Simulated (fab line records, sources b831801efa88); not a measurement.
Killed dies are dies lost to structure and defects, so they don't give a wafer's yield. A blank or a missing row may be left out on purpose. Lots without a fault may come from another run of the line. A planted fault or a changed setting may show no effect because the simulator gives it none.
Which tool did it? | flow sky130 | 7 lots, 21 wafers sampled, at 1 step of a route of 708

WHAT THE GAUGES READ, wafer by wafer
SKY_VIA4_THK_MEAS_01.
lot  | measured     | on            | VIA4_HDPCVD_THK (nm)
L202 | day 41 22:54 | film_metro-02 | 1759 1765 1770
L207 | day 43 13:19 | film_metro-02 | 1754 1782 1745
L208 | day 44 09:51 | film_metro-03 | 1744 1756 1745
L213 | day 45 11:55 | film_metro-02 | 1739 1761 1740
L215 | day 45 17:02 | film_metro-02 | 1724 1735 1724
L222 | day 47 06:06 | film_metro-01 | 1758 1753 1773
L224 | day 47 21:15 | film_metro-03 | 1743 1770 1750

WHICH TOOL RAN EACH LOT (tool, then ch and the chambers of the sampled wafers, then the start)
The record holds no process step before these readings.

THE ANSWER, worked out from the rows above alone
Rule: what is usual is taken from the lots themselves. Put in order of their means at a reading, lots are off if they are a third of the lots or fewer, leave a main group of 4 or more, and stand apart from it by a gap of 3 or more times the standard deviation of the main group's means; of several such gaps the widest counts. A main group whose means are all the same, to the digits that the tables above print for the reading, isn't used. A lot without any number at a reading at which 4 lots or more have one is off too. The other lots that the step has rows for count as sound.
No lot is off at any reading shown: from this, nothing can be told.

WHAT THE SIMULATOR HAD PUT IN
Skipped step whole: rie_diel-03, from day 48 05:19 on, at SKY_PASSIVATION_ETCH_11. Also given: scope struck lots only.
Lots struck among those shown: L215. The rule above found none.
